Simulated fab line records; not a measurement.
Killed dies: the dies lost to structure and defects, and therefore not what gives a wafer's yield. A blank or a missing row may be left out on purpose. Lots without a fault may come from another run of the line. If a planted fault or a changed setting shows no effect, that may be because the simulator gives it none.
A lot that was struck, set against a sound lot | flow sky130 | 14 steps out of a route of 708
Sound: the wafers L510.2, L510.4, L510.5. Wafers L509.1, L509.4, L509.6 were the ones struck. At the end, the cause is stated.
Order at every step that has rows: each side's tool, ch and its chambers, its first start. Under that, the readings that differ: sound wafers | struck wafers | difference of the means | sigmas: that difference in standard deviations of wafers without a fault.
alike: words and numbers the same on both sides, and readings whose means are apart by under 2 such deviations; not compared: readings that were withheld, readings missing a value for some wafer, numbers with overlapping values and no deviation given by the record, and bounds like >300 which may hide the same value.
Wherever a step has rows on one side only, a row that says differs or no value, or a row with sigmas, the two part there. Numbers that have no deviation but don't overlap get no sigmas and don't part them. A reading that every wafer of one side lacks parts them only if that side has two wafers or more.

first, 2 steps without rows for these wafers: SKY_VT_ADJUST_LVTN_PEB_16; SKY_VT_ADJUST_LVTN_DEVELOP_17 (develop time 60 s).
SKY_VT_ADJUST_LVTN_OVL_MEAS_18:
  sound on overlay-01 at day 11 21:40; struck on overlay-01 at day 11 14:57
  alike: VT_ADJUST_LVTN_01_OVL
then, 1 step without rows for these wafers: SKY_VT_ADJUST_LVTN_IMPLANT_19.
SKY_VT_ADJUST_LVTN_STRIP_20: strips in O2/N2.
  sound on plasma_asher-03 ch 0,1, day 11 21:50; struck on plasma_asher-03 ch 0, day 11 15:08
  reading             | sound          | struck         | difference | sigmas
  o2_flow_sccm (sccm) | 2999 2999 3011 | 2979 2984 2987 | -20        | -2
  alike: drypump_motor_current_A, oes_product_au, strip_time_to_endpoint_s
  not compared: rf_hours_counter_h
SKY_VT_ADJUST_LVTN_TW_MEAS_21:
  sound on film_metro-03 at day 11 21:57; struck on film_metro-03 at day 11 15:14
  alike: VT_ADJUST_LVTN_2_TW
then, 6 steps without rows for these wafers: SKY_VT_ADJUST_NCORE_DEHYDRATE_00 (time 60 s); SKY_VT_ADJUST_NCORE_HMDS_01 (prime time 60 s); SKY_VT_ADJUST_NCORE_COAT_02 (resist thk 1140 nm); SKY_VT_ADJUST_NCORE_SOFTBAKE_03 (time 60 s); SKY_VT_ADJUST_NCORE_EXPOSE_04 (exposes mask LVTN COMPLEMENT THIN, target cd 380 nm); SKY_VT_ADJUST_NCORE_PEB_05.
SKY_VT_ADJUST_NCORE_DEVELOP_06: develop time 60 s.
  struck on litho_track-04, day 12 15:18; sound on litho_track-04 ch 0, day 12 22:25
  no value came back on the struck wafers for chill_plate_temp_C (C), develop_time_s (s); on the sound wafers chill_plate_temp_C (C) reads 22.92 22.84 23.02
SKY_VT_ADJUST_NCORE_CD_MEAS_07: target cd 380 nm.
  sound on cd_sem-01 at day 12 22:34; struck on cd_sem-01 at day 12 15:27
  reading    | sound             | struck | difference                    | sigmas
  cd_nm (nm) | 378.9 379.2 380.9 | - - -  | no value on the struck wafers |

== WHERE THEY PART ==
At SKY_VT_ADJUST_LVTN_STRIP_20 first; at SKY_VT_ADJUST_NCORE_CD_MEAS_07 last (within this record only).

WHY: what the simulator had put in
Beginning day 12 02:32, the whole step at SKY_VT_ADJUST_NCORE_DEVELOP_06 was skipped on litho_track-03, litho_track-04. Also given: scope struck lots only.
